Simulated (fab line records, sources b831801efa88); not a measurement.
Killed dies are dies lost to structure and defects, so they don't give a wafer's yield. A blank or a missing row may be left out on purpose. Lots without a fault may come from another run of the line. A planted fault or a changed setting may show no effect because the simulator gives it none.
Split-lot experiment | flow sky130 | 5 lots, 23 wafers read, on a route of 708 steps

THE SPLIT
At SKY_PAD_OPEN_SOFTBAKE_03, the setting temp_c was moved away from the recipe's 110 C on 8 of the 23 wafers read, by -2.7% to +3.2%. The other wafers ran this setting at the recipe's value.

FROM THE SPLIT TO THE READING: what the file shows between them, 2 steps
- SKY_PAD_OPEN_EXPOSE_04: exposes mask PDM, target cd 60000 nm
- SKY_PAD_OPEN_PEB_05

THE READING
coat_of_PAD_OPEN_COAT_02.thk_nm (the simulator's own value, which no gauge read), in nm, at SKY_PAD_OPEN_DEVELOP_06 (develop time 60 s). The file gives no usual value for it. The 15 wafers here that ran the recipe average 3000 nm, standard deviation 5.8 nm.

wafer  | tool, chamber at the split | temp_c as run, C | against the recipe | coat_of_PAD_OPEN_COAT_02.thk_nm, nm | against lot-mates on the recipe
L074.1 | litho_track-01, 0          | 107              | -2.7%              | 3010                                | +20
L074.3 | litho_track-01, 0          | 107              | -2.7%              | 3010                                | +20
L074.2 | litho_track-01, 0          | 107              | -2.7%              | 3017                                | +27
L074.4 | litho_track-01, 0          | 110              | recipe             | 2991                                | -
L074.6 | litho_track-01, 0          | 110              | recipe             | 2989                                | -
L077.1 | litho_track-02, 0          | 110              | recipe             | 3008                                | -
L077.2 | litho_track-02, 0          | 113.5            | +3.2%              | 2975                                | -28
L077.3 | litho_track-02, 0          | 113.5            | +3.2%              | 2977                                | -26
L077.4 | litho_track-02, 0          | 110              | recipe             | 2999                                | -
L077.5 | litho_track-02, 0          | 113.5            | +3.2%              | 2981                                | -22
L079.1 | litho_track-01, 0          | 110              | recipe             | 3005                                | -
L079.4 | litho_track-01, 0          | 110              | recipe             | 2995                                | -
L079.5 | litho_track-01, 0          | 110              | recipe             | 2996                                | -
L080.1 | litho_track-02, 0          | 110              | recipe             | 3004                                | -
L080.2 | litho_track-02, 0          | 110              | recipe             | 3008                                | -
L080.4 | litho_track-02, 0          | 107              | -2.7%              | 3035                                | +29
L080.5 | litho_track-02, 0          | 110              | recipe             | 3005                                | -
L080.6 | litho_track-02, 0          | 107              | -2.7%              | 3026                                | +20
L085.1 | litho_track-02, 0          | 110              | recipe             | 2995                                | -
L085.2 | litho_track-02, 0          | 110              | recipe             | 3003                                | -
L085.3 | litho_track-02, 0          | 110              | recipe             | 3000                                | -
L085.4 | litho_track-02, 0          | 110              | recipe             | 2997                                | -
L085.6 | litho_track-02, 0          | 110              | recipe             | 3004                                | -

THE FIT
A straight line over all 23 wafers: coat_of_PAD_OPEN_COAT_02.thk_nm changes by -7.11 nm for each +1% of temp_c; r = -0.88; the points scatter about the line by 6.8 nm.
The same after taking each lot's own level away (the mean of its wafers on the recipe; 23 wafers): -8.35 nm for each +1%; r = -0.97; scatter 3.6 nm.
On that fit, the largest move of temp_c shifts the reading by 27 nm.
The lots' own levels span 2990.0 to 3005.7 nm, that is 2.7 times the standard deviation above.
So the lot-to-lot level changes the slope: the two fits differ.
Check: with one of the wafers moved furthest among these (+3.2%) left out of the fit, the line predicts -25.8 nm for it against its lot-mates. It came out at -28.5 nm against them.

OTHER SPLITS ON THESE WAFERS
These wafers also went through other splits before the reading. Each is held against what the fit with the lots' levels taken away leaves over:
other split on the same wafers        | wafers away from the commonest value | r with coat_of_PAD_OPEN_COAT_02.thk_nm (lot level and that fit taken away)
SKY_CAP2M_SPUTTER_02 time_s           | 10                                   | +0.22
SKY_CAP2M_EXPOSE_09 dose_mj           | 4                                    | +0.02
SKY_VIA4_CMP_02 leave_above_ref_nm    | 7                                    | -0.17
SKY_VIA4_ETCH_12 source_w             | 8                                    | -0.24
SKY_METAL5_SPUTTER_04 time_s          | 7                                    | -0.28
SKY_PASSIVATION_COAT_06 resist_thk_nm | 6                                    | +0.11

THE FILE'S OWN FIT
coat_of_PAD_OPEN_COAT_02.thk_nm changes by -8.49 nm for each +1% of temp_c, r = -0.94.
